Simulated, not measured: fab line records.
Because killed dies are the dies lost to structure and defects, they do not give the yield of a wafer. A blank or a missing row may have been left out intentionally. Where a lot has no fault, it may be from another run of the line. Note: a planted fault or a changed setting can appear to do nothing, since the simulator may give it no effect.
Which tool was responsible? / flow gf180mcu / Sampling: 6 lots, 18 wafers, 4 of 602 route steps

== WHAT EACH GAUGE READ, for each wafer ==
GF_V3_THK_MEAS_01.
lot=L303; measured=day 22 07:53; on=film_metro-01; V3_CVD_00_THK (nm)=602 599 596
lot=L305; measured=day 22 20:03; on=film_metro-02; V3_CVD_00_THK (nm)=1206 1184 1197
lot=L307; measured=day 23 12:10; on=film_metro-01; V3_CVD_00_THK (nm)=600 596 590
lot=L315; measured=day 26 21:35; on=film_metro-03; V3_CVD_00_THK (nm)=603 586 599
lot=L317; measured=day 28 00:49; on=film_metro-01; V3_CVD_00_THK (nm)=594 594 596
lot=L320; measured=day 28 18:49; on=film_metro-02; V3_CVD_00_THK (nm)=597 599 595

== EACH LOT AND THE TOOL THAT RAN IT (in order: tool; ch and the chambers of the sampled wafers; start) ==
lot=L303; GF_M2_SPUTTER_04=pvd_sputter-01, day 19 04:16; GF_V2_SPUTTER_22=pvd_sputter-02, day 21 06:11; GF_V3_CVD_00=hdpcvd-02 ch 0,1,2, day 22 07:47
lot=L305; GF_M2_SPUTTER_04=pvd_sputter-04, day 19 17:34; GF_V2_SPUTTER_22=pvd_sputter-02, day 21 18:40; GF_V3_CVD_00=hdpcvd-02 ch 0,1,2, day 22 19:44
lot=L307; GF_M2_SPUTTER_04=pvd_sputter-04, day 20 08:58; GF_V2_SPUTTER_22=pvd_sputter-04, day 22 11:28; GF_V3_CVD_00=hdpcvd-01 ch 0,2, day 23 12:05
lot=L315; GF_M2_SPUTTER_04=pvd_sputter-01, day 24 01:43; GF_V2_SPUTTER_22=pvd_sputter-01, day 25 23:31; GF_V3_CVD_00=hdpcvd-01 ch 0,1,2, day 26 21:29
lot=L317; GF_M2_SPUTTER_04=pvd_sputter-01, day 25 05:55; GF_V2_SPUTTER_22=pvd_sputter-02, day 27 02:15; GF_V3_CVD_00=hdpcvd-01 ch 0,1,2, day 28 00:44
lot=L320; GF_M2_SPUTTER_04=pvd_sputter-03, day 26 03:39; GF_V2_SPUTTER_22=pvd_sputter-04, day 27 21:52; GF_V3_CVD_00=hdpcvd-01 ch 0,2, day 28 18:44
- GF_M2_SPUTTER_04: material TiN, target thk 50 nm, time 41.7 s.
- GF_V2_SPUTTER_22: material TiN, target thk 10 nm, time 40 s.
- GF_V3_CVD_00: deposits SiO2, target thk 600 nm, time 100 s.

== THE ANSWER, worked out from the rows above alone ==
Rule: the lots themselves supply what counts as usual. The widest of any qualifying gaps counts: lots, ordered by their means at a reading, are off when they make up no more than a third of the lots, leave a main group of 4 or more, and stand apart from it by 3 or more times the standard deviation of that group's means. If all means in a main group match to the digits the tables above print for the reading, that group is not used. Also off: a lot with no number at a reading for which 4 or more lots have one. All remaining lots with rows at the step are treated as sound.
Off: at GF_V3_THK_MEAS_01 (V3_CVD_00_THK), L305. Main group: mean 596 nm, sd 1.5.
A tool fits if, at a process step before that reading, it ran every lot that is off, and no sound lot after the first of them. The gauges at GF_V3_THK_MEAS_01 are tried like those tools. One fits: hdpcvd-02 at GF_V3_CVD_00. Its last sound lot is L303 (day 22 07:47), its first lot that is off L305 (day 22 19:44): a fault that began between those two fits.

== WHAT THE SIMULATOR HAD INSERTED ==
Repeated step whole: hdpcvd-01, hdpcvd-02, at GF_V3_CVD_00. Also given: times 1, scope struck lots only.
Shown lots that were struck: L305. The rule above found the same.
